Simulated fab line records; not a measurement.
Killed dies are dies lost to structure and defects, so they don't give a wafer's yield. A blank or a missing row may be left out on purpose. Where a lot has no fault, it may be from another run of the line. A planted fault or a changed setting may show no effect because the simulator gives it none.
Which tool is to blame? :: flow gf180mcu :: 18 wafers from 6 lots sampled at 2 of the route's 602 steps

WHAT THE GAUGES READ, wafer by wafer
GF_LVPWELL_OVL_MEAS_07.
lot: L663
measured: day 4 01:59
on: overlay-02
LVPWELL_OVL (nm): 0.9 0.6 -0.1

lot: L667
measured: day 5 01:28
on: overlay-01
LVPWELL_OVL (nm): -2.1 0.9 0.0

lot: L669
measured: day 5 12:08
on: overlay-02
LVPWELL_OVL (nm): - - -

lot: L678
measured: day 7 16:28
on: overlay-02
LVPWELL_OVL (nm): -0.1 1.9 0.9

lot: L682
measured: day 8 13:10
on: overlay-01
LVPWELL_OVL (nm): 1.1 0.4 1.5

lot: L684
measured: day 9 00:13
on: overlay-02
LVPWELL_OVL (nm): -1.8 0.5 0.4

WHICH TOOL RAN EACH LOT (tool, then ch and the chambers of the sampled wafers, then the start)
lot: L663
GF_LVPWELL_EXPOSE_04: iline stepper-01 ch 0, day 3 19:38

lot: L667
GF_LVPWELL_EXPOSE_04: iline stepper-01 ch 0, day 4 18:08

lot: L669
GF_LVPWELL_EXPOSE_04: iline stepper-01 ch 0, day 5 04:58

lot: L678
GF_LVPWELL_EXPOSE_04: iline stepper-01 ch 0, day 7 08:58

lot: L682
GF_LVPWELL_EXPOSE_04: iline stepper-01 ch 0, day 8 05:23

lot: L684
GF_LVPWELL_EXPOSE_04: iline stepper-02 ch 0, day 8 15:54
- GF_LVPWELL_EXPOSE_04: exposes mask LVPWELL, target cd 600 nm.

THE ANSWER, worked out from the rows above alone
Rule: the usual values come from the lots themselves. The widest of any qualifying gaps counts: lots, ordered by their means at a reading, are off when they make up no more than a third of the lots, leave a main group of 4 or more, and stand apart from it by 3 or more times the standard deviation of that group's means. A main group whose means are all the same, to the digits that the tables above print for the reading, isn't used. A lot without any number at a reading at which 4 lots or more have one is off too. The other lots that the step has rows for count as sound.
Off: at GF_LVPWELL_OVL_MEAS_07 (LVPWELL_OVL), L669. Without a number there: L669. Main group: mean 0.3 nm, sd 0.59.
If a tool, at a process step before that reading, ran all the lots that are off and no sound lot after the first of them, it fits. Those tools and the gauges at GF_LVPWELL_OVL_MEAS_07 are tried in the same way. Of those tried, none fits.

WHAT THE SIMULATOR HAD PUT IN
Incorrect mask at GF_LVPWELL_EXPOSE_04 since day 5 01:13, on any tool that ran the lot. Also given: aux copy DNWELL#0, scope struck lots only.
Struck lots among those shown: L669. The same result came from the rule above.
